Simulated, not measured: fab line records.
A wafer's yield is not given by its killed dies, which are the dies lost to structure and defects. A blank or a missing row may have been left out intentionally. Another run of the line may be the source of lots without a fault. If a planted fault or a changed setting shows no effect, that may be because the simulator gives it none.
Chamber matching | flow sky130 | 4 sister chambers for SKY_VIA3_ETCH_14 on rie_diel-04
The step etches BARC in N2/H2, stops on SiO2, time 45.9 s, target depth 60 nm. 14 wafers are shown with their chamber, then 7 later ones without.

## WAFERS, EACH WITH ITS CHAMBER
wafer  | chamber | drypump_motor_current_A (A) | oes_product_au (a.u.) | throttle_valve_pct (%)
L566.1 | 0       | 5.5                         | 0.856                 | 13.230
L566.2 | 2       | 5.3                         | 0.856                 | 13.225
L566.6 | 2       | 5.4                         | 0.851                 | 13.200
L568.2 | 0       | 5.5                         | 0.851                 | 13.209
L568.3 | 1       | 6.2                         | 0.861                 | 13.211
L568.4 | 1       | 6.2                         | 0.856                 | 13.221
L578.1 | 0       | 5.5                         | 0.854                 | 13.240
L578.3 | 3       | 6.1                         | 0.853                 | 13.228
L578.6 | 3       | 6.1                         | 0.849                 | 13.239
L582.1 | 3       | 6.1                         | 0.849                 | 13.220
L582.2 | 2       | 5.4                         | 0.851                 | 13.216
L582.5 | 2       | 5.4                         | 0.853                 | 13.230
L584.1 | 1       | 6.2                         | 0.855                 | 13.231
L584.4 | 3       | 6.1                         | 0.853                 | 13.233

SIGNATURES, as means of the wafers listed above
reading                 | chamber 0 | chamber 1 | chamber 2 | chamber 3 | scatter within a chamber
drypump_motor_current_A | 5.500     | 6.200     | 5.375     | 6.100     | 0.0274
oes_product_au          | 0.85367   | 0.85733   | 0.85275   | 0.85100   | 0.00257
throttle_valve_pct      | 13.22633  | 13.22100  | 13.21775  | 13.23000  | 0.0119
Rule: for each reading, subtract the chamber's mean from the wafer's reading, divide by that reading's scatter and square the result; add these up over the readings and take the root, which gives the wafer's distance from the chamber. If the next closest chamber is less than 2 further off than the closest, the wafer can't be placed; otherwise it belongs to the closest. How the scatter is found: for the shown wafers, subtract from each reading the mean of its chamber, square and add these, divide the total by (wafers less chambers), then take the root.

## WAFERS MISSING THEIR CHAMBER
wafer  | drypump_motor_current_A (A) | oes_product_au (a.u.) | throttle_valve_pct (%)
L584.6 | 5.4                         | 0.851                 | 13.218
L586.1 | 6.1                         | 0.853                 | 13.230
L586.2 | 5.5                         | 0.863                 | 13.213
L586.6 | 6.1                         | 0.855                 | 13.233
L588.1 | 6.2                         | 0.859                 | 13.236
L588.3 | 5.4                         | 0.850                 | 13.231
L588.5 | 5.5                         | 0.855                 | 13.243

## EACH ONE'S CHAMBER
wafer  | from the rows above | in truth
L584.6 | 2                   | 2
L586.1 | 3                   | 3
L586.2 | 0                   | 0
L586.6 | 3                   | 3
L588.1 | 1                   | 1
L588.3 | 2                   | 2
L588.5 | 0                   | 0
Placed correctly: 7 of 7. Number that these rows cannot place: 0. Placed wrongly: 0.
